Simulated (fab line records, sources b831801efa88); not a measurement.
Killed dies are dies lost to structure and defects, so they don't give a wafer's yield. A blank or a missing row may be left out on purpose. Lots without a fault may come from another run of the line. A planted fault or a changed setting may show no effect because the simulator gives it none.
Chamber matching | flow gf180mcu | GF_V3_CMP_04 on cmp-01: 4 sister chambers
The step polishes SiO2. 16 wafers are shown with their chamber, then 8 later ones without.

WAFERS WITH THEIR CHAMBER
wafer  | chamber | motor_current_A (A) | time_to_endpoint_s (s)
L087.1 | 3       | 11.4                | 76
L087.2 | 1       | 13.6                | 76
L087.3 | 0       | 10.7                | 73
L087.4 | 2       | 12.5                | 81
L087.5 | 3       | 11.9                | 84
L087.6 | 2       | 13.3                | 79
L088.1 | 2       | 13.3                | 74
L088.2 | 3       | 11.9                | 72
L088.3 | 0       | 10.7                | 65
L088.4 | 1       | 13.9                | 79
L088.5 | 2       | 12.5                | 72
L088.6 | 3       | 11.9                | 79
L091.1 | 2       | 12.8                | 79
L091.2 | 0       | 11.1                | 74
L091.3 | 3       | 11.7                | 73
L091.4 | 1       | 13.3                | 74

SIGNATURES (means of the wafers above)
reading            | chamber 0 | chamber 1 | chamber 2 | chamber 3 | scatter within a chamber
motor_current_A    | 10.833    | 13.600    | 12.880    | 11.760    | 0.306
time_to_endpoint_s | 70.67     | 76.33     | 77.00     | 76.80     | 4.22
Rule: a wafer's distance from a chamber is the root of the sum, over the readings, of the square of ((its reading less the chamber's mean) divided by the reading's scatter). The wafer belongs to the nearest chamber; if the next one is less than 2 further off, it can't be placed. The scatter: the root of (the sum of the squares of (reading less its chamber's mean) over the shown wafers, divided by (wafers less chambers)).

WAFERS WITHOUT THEIR CHAMBER
wafer  | motor_current_A (A) | time_to_endpoint_s (s)
L091.5 | 11.0                | 76
L091.6 | 13.5                | 79
L093.1 | 11.7                | 79
L093.2 | 12.2                | 76
L093.3 | 14.7                | 76
L093.4 | 10.8                | 76
L093.5 | 13.2                | 80
L093.6 | 13.5                | 84

WHICH CHAMBER EACH WENT THROUGH
wafer  | from the rows above     | in truth
L091.5 | can't be placed: 0 or 3 | 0
L091.6 | can't be placed: 1 or 2 | 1
L093.1 | 3                       | 3
L093.2 | can't be placed: 3 or 2 | 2
L093.3 | 1                       | 1
L093.4 | can't be placed: 0 or 3 | 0
L093.5 | can't be placed: 2 or 1 | 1
L093.6 | can't be placed: 1 or 2 | 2
Placed correctly: 2 of 8. Can't be placed from these rows: 6 (the true chamber is among the candidates in 6). Placed wrongly: 0.
